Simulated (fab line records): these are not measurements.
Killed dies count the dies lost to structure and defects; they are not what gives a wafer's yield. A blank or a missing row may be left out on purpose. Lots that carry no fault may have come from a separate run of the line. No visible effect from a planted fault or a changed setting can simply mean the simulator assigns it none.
Matching of chambers || flow gf180mcu || 3 sister chambers for GF_V5_CVD_00 on hdpcvd-01
The step deposits SiO2, target thk 300 nm, time 50 s. 3 wafers are shown with their chamber, then 8 later ones without.

== WAFERS PAIRED WITH THEIR CHAMBERS ==
{"wafer": "L778.1", "chamber": 2, "pressure_mtorr (mTorr)": 6.035}
{"wafer": "L778.4", "chamber": 0, "pressure_mtorr (mTorr)": 5.994}
{"wafer": "L780.2", "chamber": 1, "pressure_mtorr (mTorr)": 6.019}

== WAFERS WHOSE CHAMBER IS MISSING ==
{"wafer": "L780.3", "pressure_mtorr (mTorr)": 5.987}
{"wafer": "L780.6", "pressure_mtorr (mTorr)": 6.012}
{"wafer": "L782.2", "pressure_mtorr (mTorr)": 5.989}
{"wafer": "L782.3", "pressure_mtorr (mTorr)": 5.986}
{"wafer": "L782.6", "pressure_mtorr (mTorr)": 5.983}
{"wafer": "L783.1", "pressure_mtorr (mTorr)": 5.993}
{"wafer": "L783.2", "pressure_mtorr (mTorr)": 6.011}
{"wafer": "L783.5", "pressure_mtorr (mTorr)": 6.002}

== EACH ONE'S CHAMBER ==
{"wafer": "L780.3", "from the rows above": 0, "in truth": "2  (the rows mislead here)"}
{"wafer": "L780.6", "from the rows above": "can't be placed: 1 or 0", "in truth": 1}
{"wafer": "L782.2", "from the rows above": 0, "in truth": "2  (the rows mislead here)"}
{"wafer": "L782.3", "from the rows above": 0, "in truth": 0}
{"wafer": "L782.6", "from the rows above": 0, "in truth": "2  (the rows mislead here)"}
{"wafer": "L783.1", "from the rows above": 0, "in truth": 0}
{"wafer": "L783.2", "from the rows above": "can't be placed: 1 or 0", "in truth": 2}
{"wafer": "L783.5", "from the rows above": "can't be placed: 0 or 1", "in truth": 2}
2 of 8 placed correctly. Cannot be placed on the basis of these rows: 3; the candidates contain the true chamber in 1. Number placed wrongly: 3.
How it was worked out, from the rows above alone: a wafer's distance from a chamber is the root of the sum, over the readings, of the square of ((its reading less the chamber's mean) divided by the reading's scatter). The wafer belongs to the nearest chamber; if the next one is less than 2 further off, it can't be placed. For every chamber, the mean is computed from those of its wafers that are shown. The scatter (one wafer shown for each chamber): square how far every hidden wafer sits from the nearest shown wafer, average those squares and take the square root.
